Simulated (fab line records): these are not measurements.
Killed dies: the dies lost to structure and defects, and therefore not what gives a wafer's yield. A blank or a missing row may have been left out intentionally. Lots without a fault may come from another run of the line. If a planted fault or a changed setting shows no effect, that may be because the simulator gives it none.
A single fault, viewed from 2 desks ; flow gf180mcu ; what lay behind the numbers comes last; until then each desk has only its own

DESK OF THE TOOL OWNER: cvd_w-01
The tool's own readings at GF_V3_CVD_23 (deposits W, target thk 350 nm, time 104.9 s): means of the sampled wafers that have a number, for each lot that ran on this tool. If a lot's mean is further than 4 standard deviations from the usual mean, the lot is out of limits and carries the mark OUT (the distance appears in the brackets).
Columns: A = chamber_pressure_Torr at GF_V3_CVD_23, usual 39.99 Torr; B = heater_power_outer_w at GF_V3_CVD_23, usual 565 W; C = heater_power_w at GF_V3_CVD_23, usual 924 W
lot;first seen here;A;B;C
L227;day 23 19:20;39.88;552;921
L226;day 24 01:08;39.94;553;926
L235;day 26 14:27;39.94;543;909
L236;day 26 20:05;39.98;561;935
L246;day 29 17:53;40.17;576;947
This desk's verdict: no lot among the 5 shows anything out of limits.

THE METROLOGY DESK
Lot by lot, what the gauges showed, no matter which tool ran the lot: averages of those sampled wafers that carry a number. If a lot's mean is further than 4 standard deviations from the usual mean, the lot is out of limits and carries the mark OUT (the distance appears in the brackets).
Columns: A = V3_W_RS at GF_V3_RS_MEAS_24, usual 0.329 ohm/sq; B = V3_W_THK at GF_V3_THK_MEAS_25, usual 361 nm; C = M4_ALCU_THK at GF_M4_THK_MEAS_06, usual 445 nm
lot;first seen here;A;B;C
L225;day 23 06:05;0.330;364;451
L227;day 23 19:28;0.329;366;451
L226;day 24 01:16;0.331;360;443
L230;day 25 02:13;0.331;359;447
L235;day 26 14:38;0.405 (+21) OUT;293 (-13) OUT;448
L236;day 26 20:12;0.374 (+12) OUT;316 (-8.6) OUT;446
L241;day 28 11:11;0.330;356;441
L244;day 29 02:44;0.327;366;455
L245;day 29 10:34;0.333;356;446
L246;day 29 17:59;0.330;362;438
Per this desk, out of limits: L235, L236; the first was L235, day 26 14:38 (V3_W_RS at GF_V3_RS_MEAS_24). L225, L227, L226, L230, L241, L244, L245, L246 stayed within limits.

BROUGHT TOGETHER
Metrology desk: alarm possible at day 26 14:38 on L235, L236.
Nothing out of limits was seen by the tool owner's desk.
On record at the tool owner's desk: L235, L236, within its limits.
On cvd_w-01, each named lot ran GF_V3_CVD_23.

WHAT WAS PUT IN BY THE SIMULATOR
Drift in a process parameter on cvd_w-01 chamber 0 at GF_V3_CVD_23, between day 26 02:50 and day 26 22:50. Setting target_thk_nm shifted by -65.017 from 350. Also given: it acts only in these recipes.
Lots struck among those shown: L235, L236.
Delay in hours, fault start to first out-of-limits reading, per desk: metrology desk 12.
